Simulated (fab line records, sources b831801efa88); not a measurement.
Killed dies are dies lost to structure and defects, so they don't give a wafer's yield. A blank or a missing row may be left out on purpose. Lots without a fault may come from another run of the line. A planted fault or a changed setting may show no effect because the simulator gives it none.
One fault seen from 2 desks | flow sky130 | each desk has only its own numbers; what lay behind them comes last

THE TOOL OWNER'S DESK: pvd_sputter-01
The tool's own readings at SKY_CAP2M_SPUTTER_02 (material TiN, target thk 200 nm, time 166.7 s): means of the sampled wafers that have a number, for each lot that ran on this tool. A lot is out of limits, marked OUT, if its mean lies more than 4 standard deviations from the usual mean; the brackets give that distance.
Columns: A = cathode_dc_power_W at SKY_CAP2M_SPUTTER_02, usual 6500.0 W; B = throttle_valve_pct at SKY_CAP2M_SPUTTER_02, usual 30.4 %
lot  | first seen here | A                        | B
L646 | day 40 17:43    | 6500.0                   | 30.5
L647 | day 40 19:10    | 6499.3                   | 29.8
L650 | day 42 04:59    | 6500.6                   | 30.4
L655 | day 43 15:31    | 6500.6                   | 30.4
L662 | day 45 06:20    | 6034.8 (-99 or more) OUT | 30.3
This desk's finding: out of limits on L662; first on L662, day 45 06:20 (cathode_dc_power_W at SKY_CAP2M_SPUTTER_02). In limits: L646, L647, L650, L655.

THE METROLOGY DESK
What the gauges read, lot by lot, whatever tool the lot ran on: means of the sampled wafers that have a number. A lot is out of limits, marked OUT, if its mean lies more than 4 standard deviations from the usual mean; the brackets give that distance.
Columns: A = METAL3_OVL at SKY_METAL3_OVL_MEAS_14, usual -2 nm; B = CAP2M_CVD_00_THK at SKY_CAP2M_THK_MEAS_01, usual 15.53 nm; C = CAP2M_TIN_RS at SKY_CAP2M_RS_MEAS_03, usual 6.89 ohm/sq; D = CAP2M_TIN_THK at SKY_CAP2M_THK_MEAS_04, usual 197 nm
lot  | first seen here | A  | B     | C               | D
L646 | day 39 13:16    | 3  | 15.59 | 6.85            | 196
L647 | day 39 14:47    | -3 | 15.44 | 6.87            | 200
L648 | day 40 07:50    | -5 | 15.37 | 6.90            | 195
L650 | day 41 00:03    | 3  | 15.41 | 6.79            | 199
L651 | day 41 00:20    | -3 | 15.53 | 6.83            | 197
L652 | day 41 05:39    | 0  | 15.71 | 6.83            | 199
L655 | day 42 12:48    | 2  | 15.58 | 6.95            | 197
L658 | day 43 08:50    | -9 | 15.54 | 6.84            | 198
L662 | day 44 04:41    | -1 | 15.26 | 7.38 (+4.9) OUT | 185
L666 | day 45 09:11    | -0 | 15.24 | 6.90            | 195
This desk's finding: out of limits on L662; first on L662, day 45 06:26 (CAP2M_TIN_RS at SKY_CAP2M_RS_MEAS_03). In limits: L646, L647, L648, L650, L651, L652, L655, L658, L666.

PUT TOGETHER
The tool owner's desk could have raised an alarm at day 45 06:20, on L662.
The metrology desk could have raised an alarm at day 45 06:26, on L662.
Of the lots named, all ran SKY_CAP2M_SPUTTER_02 on pvd_sputter-01.

WHAT THE SIMULATOR HAD PUT IN
Process parameter drift: pvd_sputter-01, from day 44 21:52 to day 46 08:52, at SKY_CAP2M_SPUTTER_02. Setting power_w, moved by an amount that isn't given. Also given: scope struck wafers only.
Lots struck among those shown: L662.
Hours from the fault's start to each desk's first reading out of limits: the tool owner's desk, 8; the metrology desk, 9.
